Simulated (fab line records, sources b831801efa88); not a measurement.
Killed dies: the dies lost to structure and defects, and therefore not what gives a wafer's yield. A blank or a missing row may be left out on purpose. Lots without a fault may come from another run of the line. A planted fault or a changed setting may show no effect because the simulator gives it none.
One fault through the eyes of 2 desks ; flow sky130 ; what lay behind the numbers comes last; until then each desk has only its own

AT THE METROLOGY DESK
What the gauges read for every lot (on any tool): the sampled wafers with a number, averaged. The brackets show how far a lot's mean lies from the usual mean; more than 4 standard deviations puts the lot out of limits, marked OUT.
Columns: A = CONTACT_CVD_00_THK at SKY_CONTACT_THK_MEAS_01, usual 74.8 nm
lot;first seen here;A
L276;day 30 01:44;74.9
L277;day 30 05:08;73.9
L278;day 30 23:05;75.6
L279;day 31 07:14;73.7
L280;day 31 13:48;74.5
L282;day 32 08:48;74.8
L283;day 32 14:34;74.8
L287;day 34 00:22;74.9
L289;day 34 08:36;74.4
L288;day 34 16:21;74.8
L291;day 35 07:20;75.8
L294;day 37 09:56;74.2
Finding of this desk: none of the 12 lots has anything out of limits.

THE TOOL OWNER'S DESK: furnace-01
The tool's own readings at SKY_FIELD_ISO_OXIDATION_01 (stabilise 600 s, purge 300 s, target thk 12 nm): means of the sampled wafers that have a number, for each lot that ran on this tool. The brackets show how far a lot's mean lies from the usual mean; more than 4 standard deviations puts the lot out of limits, marked OUT.
Columns: A = spike-tc-bottom-C at SKY_FIELD_ISO_OXIDATION_01, usual 916.4 C; B = spike-tc-lower-C at SKY_FIELD_ISO_OXIDATION_01, usual 900.7 C; C = tube_center_temp_C_max at SKY_FIELD_ISO_OXIDATION_01, usual 902.3
lot;first seen here;A;B;C
L276;day 1 10:28;917.0;900.9;902.2
L279;day 2 01:37;916.5;900.8;902.0
L280;day 2 06:07;916.6;900.8;902.8
L282;day 2 16:07;915.5;901.7;902.6
L283;day 2 21:07;916.7;900.3;902.3
L287;day 3 17:07;916.2;901.3;902.5
L288;day 3 22:34;917.1;900.8;902.4
L289;day 4 03:10;917.1;901.9;902.3
Finding of this desk: none of the 8 lots has anything out of limits.

ALL TOGETHER
The metrology desk saw nothing out of limits.
The desk of the tool owner found nothing out of limits.

WHAT HAD BEEN PUT IN BY THE SIMULATOR
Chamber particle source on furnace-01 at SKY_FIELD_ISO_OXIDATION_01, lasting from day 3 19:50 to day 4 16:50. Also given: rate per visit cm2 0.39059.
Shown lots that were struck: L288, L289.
